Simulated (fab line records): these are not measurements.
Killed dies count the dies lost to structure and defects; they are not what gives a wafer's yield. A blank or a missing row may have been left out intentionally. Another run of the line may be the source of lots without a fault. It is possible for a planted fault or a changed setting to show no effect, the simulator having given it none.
The tool behind it: which one? | flow sky130 | Sampling: 13 lots, 39 wafers, 5 of 708 route steps

== WHAT EACH GAUGE READ, for each wafer ==
SKY_VT_ADJUST_LVTN_OVL_MEAS_18. Usual: VT_ADJUST_LVTN_01_OVL typically reads -0.8 nm, with standard deviation 1.2.
lot  | measured     | on         | VT_ADJUST_LVTN_01_OVL (nm) | flag
L530 | day 7 11:11  | overlay-02 | -2.0 0.1 -2.0              | 
L532 | day 8 07:16  | overlay-01 | -2.0 -1.1 -2.5             | 
L534 | day 8 19:47  | overlay-01 | 0.3 -0.3 -0.1              | 
L535 | day 9 03:41  | overlay-02 | -1.8 0.1 -2.1              | 
L538 | day 9 21:26  | overlay-01 | -0.8 -2.4 -2.3             | 
L539 | day 10 10:14 | overlay-01 | -2.6 -2.4 -1.4             | 
L540 | day 10 17:44 | overlay-01 | -1.8 0.1 -0.8              | 
L542 | day 11 04:10 | overlay-02 | -0.3 -0.1 2.0              | 
L544 | day 11 19:02 | overlay-01 | -0.4 -0.8 -0.3             | 
L545 | day 12 00:08 | overlay-02 | -0.4 -1.6 0.2              | 
L546 | day 12 04:35 | overlay-01 | -0.8 -1.2 -0.6             | 
L547 | day 12 11:02 | overlay-01 | -0.4 -2.2 -4.4             | 
L553 | day 14 06:56 | overlay-02 | -0.9 -2.3 0.9              | 

SKY_LDD_HVN_OVL_MEAS_07. Usual: LDD_HVN_OVL typically reads -0.6 nm, with standard deviation 1.4.
lot  | measured     | on         | LDD_HVN_OVL (nm) | flag
L530 | day 20 02:52 | overlay-02 | -0.3 -0.4 -0.7   | 
L532 | day 21 05:19 | overlay-02 | -3.9 -2.6 -1.6   | 
L534 | day 22 00:11 | overlay-02 | 1.7 2.0 1.9      | 
L535 | day 22 11:20 | overlay-01 | -1.4 -2.9 -0.2   | 
L538 | day 23 11:44 | overlay-01 | -2.9 -1.3 0.6    | 
L539 | day 24 00:29 | overlay-01 | -1.6 -3.8 -0.7   | 
L540 | day 24 07:41 | overlay-01 | -1.0 0.5 -1.3    | 
L542 | day 24 17:04 | overlay-01 | 0.8 0.3 0.8      | 
L544 | day 25 10:17 | overlay-02 | -1.4 1.6 0.5     | 
L545 | day 25 19:49 | overlay-02 | -0.9 -1.9 0.0    | 
L546 | day 25 23:35 | overlay-01 | 0.9 -1.7 -1.2    | 
L547 | day 26 08:07 | overlay-02 | 0.1 0.6 0.3      | 
L553 | day 28 08:26 | overlay-01 | -1.7 -0.5 -1.3   | 

SKY_SD_N_RS_MEAS_16: measurement is done with a four-point probe. Usual: SD_N_RS typically reads 68.47 ohm/sq, with standard deviation 0.14.
lot  | measured     | on           | SD_N_RS (ohm/sq)  | flag
L530 | day 27 15:40 | filmMetro-04 | 68.69 68.38 68.46 | 
L532 | day 28 17:14 | filmMetro-02 | 68.81 68.62 68.64 | 
L534 | day 29 12:34 | filmMetro-02 | 68.60 68.65 68.57 | 
L535 | day 29 20:48 | filmMetro-03 | 68.39 68.35 68.42 | 
L538 | day 30 20:01 | filmMetro-04 | 68.31 68.26 68.46 | 
L539 | day 31 07:38 | filmMetro-03 | 68.41 68.44 68.38 | 
L540 | day 31 14:26 | filmMetro-04 | 68.53 68.37 68.43 | 
L542 | day 32 00:43 | filmMetro-02 | 68.52 68.76 68.62 | 
L544 | day 32 16:04 | filmMetro-04 | 68.37 68.34 68.35 | 
L545 | day 33 01:49 | filmMetro-03 | 68.42 68.41 68.29 | 
L546 | day 33 04:08 | filmMetro-02 | 68.69 68.62 68.64 | 
L547 | day 33 11:38 | filmMetro-03 | 68.37 68.51 68.62 | 
L553 | day 35 08:14 | filmMetro-03 | 68.46 68.52 68.26 | 

== EACH LOT AND THE TOOL THAT RAN IT (in order: tool; ch and the chambers of the sampled wafers; start) ==
lot  | SKY_NWELL_COAT_05               | SKY_NWELL_STRIP_14
L530 | lithoTrack-01 ch 0, day 4 00:28 | plasmaAsher-01 ch 0,1, day 4 09:52
L532 | lithoTrack-04 ch 0, day 4 16:14 | plasmaAsher-01 ch 0,1, day 5 01:40
L534 | lithoTrack-04 ch 0, day 5 02:14 | plasmaAsher-03 ch 0,1, day 5 12:34
L535 | lithoTrack-04 ch 0, day 5 10:17 | plasmaAsher-01 ch 0,1, day 5 19:44
L538 | lithoTrack-04 ch 0, day 6 01:41 | plasmaAsher-03 ch 0,1, day 6 11:25
L539 | lithoTrack-03 ch 0, day 6 11:39 | plasmaAsher-01 ch 0, day 6 21:55
L540 | lithoTrack-04 ch 0, day 6 18:25 | plasmaAsher-03 ch 0,1, day 7 05:20
L542 | lithoTrack-03 ch 0, day 7 02:55 | plasmaAsher-03 ch 0,1, day 7 13:25
L544 | lithoTrack-03 ch 0, day 7 16:13 | plasmaAsher-01 ch 0,1, day 8 02:40
L545 | lithoTrack-04 ch 0, day 7 19:20 | plasmaAsher-03 ch 0,1, day 8 06:25
L546 | lithoTrack-01 ch 0, day 7 23:21 | plasmaAsher-02 ch 0,1, day 8 09:40
L547 | lithoTrack-03 ch 0, day 8 05:09 | plasmaAsher-03 ch 0,1, day 8 16:13
L553 | lithoTrack-04 ch 0, day 9 19:46 | plasmaAsher-01 ch 0,1, day 10 06:49
- SKY_NWELL_COAT_05: resist thk 3000 nm.
- SKY_NWELL_STRIP_14: strips in O2/N2.

== WHAT THE TOOLS THEMSELVES READ (means of the sampled wafers that have a number; where no wafer has one, the mark that the record gives instead) ==
SKY_NWELL_STRIP_14. Usual: drypumpMotorCurrentA 5.7 A, standard deviation 0.38; n2FlowSccm 300.0 sccm, standard deviation 0.87; oesProductAu 0.722 a.u., standard deviation 0.0047; stripTimeToEndpointS 36.97 s, standard deviation 0.094.
lot  | tool           | drypumpMotorCurrentA (A) | n2FlowSccm (sccm) | oesProductAu (a.u.) | stripTimeToEndpointS (s) | flag
L530 | plasmaAsher-01 | 5.9                      | 300.9             | 0.725               | 37.02                    | 
L532 | plasmaAsher-01 | 5.9                      | 300.0             | 0.720               | 36.95                    | 
L534 | plasmaAsher-03 | 5.2                      | 300.1             | 0.721               | 36.97                    | 
L535 | plasmaAsher-01 | 5.9                      | 299.0             | 0.727               | 36.92                    | 
L538 | plasmaAsher-03 | 5.5                      | 299.6             | 0.715               | 36.90                    | 
L539 | plasmaAsher-01 | 5.9                      | 300.2             | 0.724               | 37.04                    | 
L540 | plasmaAsher-03 | 5.5                      | 299.8             | 0.722               | 37.02                    | 
L542 | plasmaAsher-03 | 5.5                      | 299.2             | 0.719               | 37.09                    | 
L544 | plasmaAsher-01 | 5.9                      | 300.2             | 0.718               | 15.34                    | OFF
L545 | plasmaAsher-03 | 5.2                      | 299.4             | 0.722               | 36.91                    | 
L546 | plasmaAsher-02 | 5.8                      | 300.2             | 0.721               | 37.03                    | 
L547 | plasmaAsher-03 | 5.5                      | 300.7             | 0.713               | 15.34                    | OFF
L553 | plasmaAsher-01 | 5.9                      | 300.0             | 0.722               | 36.89                    | 

== THE ANSWER, worked out from the rows above alone ==
Rule: lot off if the mean of its wafers having a number is beyond 3 standard deviations from the usual mean. A lot without any number at a reading at which 4 lots or more have one is off too. All remaining lots with rows at the step are treated as sound. Order of review: gauges by route order, followed by the tools' own readings, for which a lot's mean as printed above is used. The first step at which some lot is off is used, and at that step the reading that is off furthest; a lot without a number counts as furthest.
Off: L544, L547 (SKY_NWELL_STRIP_14, stripTimeToEndpointS).
If a tool, at that step or one of the process steps before it, ran each lot that is off and ran no sound lot following the first of them, it fits. One fits: SKY_NWELL_COAT_05 on lithoTrack-03. Its last sound lot is L542 (day 7 02:55), its first lot that is off L544 (day 7 16:13): a fault that began between those two fits.

== WHAT THE SIMULATOR PUT IN ==
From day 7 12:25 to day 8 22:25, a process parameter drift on lithoTrack-03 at SKY_NWELL_COAT_05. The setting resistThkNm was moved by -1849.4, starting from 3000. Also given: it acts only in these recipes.
Shown lots that were struck: L544, L547. The rule given above showed the same thing.
